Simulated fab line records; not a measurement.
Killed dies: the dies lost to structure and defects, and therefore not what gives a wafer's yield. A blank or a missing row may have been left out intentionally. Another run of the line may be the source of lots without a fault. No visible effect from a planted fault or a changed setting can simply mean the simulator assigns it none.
A lot that was struck, set against a sound lot + flow sky130 + 16 steps out of a route of 708
Sound: these wafers, L832.1, L832.3, L832.6. Wafers L836.1, L836.2, L836.4 were the ones struck. At the end, the cause is stated.
Each step with rows lists, per side, the tool, then ch with its chambers, then its first start. Under that, the readings that differ: sound wafers + struck wafers + difference of the means + sigmas: that difference in standard deviations of wafers without a fault.
alike: readings with means less than 2 such deviations apart, plus words and numbers identical on both sides. not compared: withheld readings, readings lacking a value on some wafer, bounds such as >300 that could conceal the same value, and numbers that have no deviation in the record and whose values overlap.
The two part at a step that has a row with sigmas, a row that says differs or no value, or rows on one side only. Non-overlapping numbers with no deviation appear without sigmas and do not part them. A reading that every wafer of one side lacks parts them only if that side has two wafers or more.

SKY_GATE_OXIDE_TW_MEAS_14:
  sound on film metro-02 at day 13 16:09; struck on film metro-02 at day 15 06:29
  alike: GATE_OXIDE_TW
then, 3 steps without rows for these wafers: SKY_GATE_OXIDE_CLEAN_15 (cleans in SC1/SC2, time 150 s); SKY_GATE_OXIDE_OXIDATION_16 (stabilise 600 s, purge 300 s, target thk 3.57 nm); SKY_POLY_GATE_CVD_00 (deposits poly-Si, target thk 180 nm, time 720 s).
SKY_POLY_GATE_THK_MEAS_01:
  sound on film metro-04 at day 13 18:59; struck on film metro-04 at day 15 11:19
  alike: POLY_GATE_CVD_00_THK
then, 7 steps without rows for these wafers: SKY_RES_PROTECT_DEHYDRATE_00 (time 60 s); SKY_RES_PROTECT_HMDS_01 (prime time 60 s); SKY_RES_PROTECT_COAT_02 (resist thk 1140 nm); SKY_RES_PROTECT_SOFTBAKE_03 (time 60 s); SKY_RES_PROTECT_EXPOSE_04 (exposes mask RPM, target cd 1270 nm); SKY_RES_PROTECT_PEB_05; SKY_RES_PROTECT_DEVELOP_06 (develop time 60 s).
SKY_POLY_GATE_IMPLANT_02:
  sound on implanter-02 ch 0, day 14 21:18; struck on implanter-04 ch 0, day 16 15:03
| reading                          | sound                      | struck                     | difference | sigmas |
|----------------------------------|----------------------------|----------------------------|------------|--------|
| beam on s (s)                    | 35.0 34.1 34.9             | 38.3 37.3 36.8             | +2.8       | +4     |
| end station pressure torr (Torr) | 1.01e-05 1.19e-05 1.03e-05 | 3.69e-05 3.83e-05 3.84e-05 | +2.71e-05  | +48    |
| faraday current uA               | 12117 12433 12135          | 10913 11176 11385          | -1070      | -4     |
SKY_RES_PROTECT_STRIP_07: strips in O2/N2.
  sound on plasma asher-04 ch 0,1, day 14 21:27; struck on plasma asher-02 ch 0,1, day 16 15:12
| reading                      | sound             | struck            | difference | sigmas |
|------------------------------|-------------------|-------------------|------------|--------|
| strip time to endpoint s (s) | 23.29 23.33 23.32 | 23.60 23.55 23.57 | +0.26      | +6     |
  alike: drypump motor current A, oes product au
  not compared: rf hours counter h
SKY_RES_PROTECT_TW_MEAS_08:
  sound on film metro-02 at day 14 21:33; struck on film metro-01 at day 16 15:18
| reading      | sound          | struck         | difference | sigmas |
|--------------|----------------|----------------|------------|--------|
| POLY_GATE_TW | 4058 4057 4059 | 4102 4101 4116 | +48        | +2     |
-- a jump in the record: the struck wafers' starts before and after are 30 days apart (it breaks off in module RES_PROTECT and resumes in module PAD_OPEN, where the first step shown is number 708 of the route) --
SKY_PAD_OPEN_PROBE_99:
  sound on prober-01 at day 45 22:15; struck on prober-01 at day 46 21:10
| reading                          | sound             | struck            | difference | sigmas |
|----------------------------------|-------------------|-------------------|------------|--------|
| model.etest.res poly.line ohm um | 542.2 518.8 518.3 | 489.2 498.1 483.8 | -36.1      |        |
| model.etest.res poly.rs ohm sq   | 48.3 48.2 48.02   | 46.42 46.67 46.91 | -1.51      |        |
  alike: killed_at_M0_to_M3, killed_at_M4_up, killed at contacts, killed at front end, killed at other, killed dies, killed open, killed short
  not compared: model.etest.licon poly.rc ohm

## WHERE THEY PART
Earliest at SKY_POLY_GATE_IMPLANT_02; latest, in this record, at SKY_RES_PROTECT_TW_MEAS_08. Later steps at which nothing parts them and some readings are alike: SKY_PAD_OPEN_PROBE_99.

WHY: the cause the simulator had injected
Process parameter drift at SKY_POLY_GATE_IMPLANT_02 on implanter-04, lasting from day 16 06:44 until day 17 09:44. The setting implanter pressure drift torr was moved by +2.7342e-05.
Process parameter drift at SKY_POLY_GATE_IMPLANT_02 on implanter-04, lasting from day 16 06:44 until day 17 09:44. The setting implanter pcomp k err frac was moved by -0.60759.
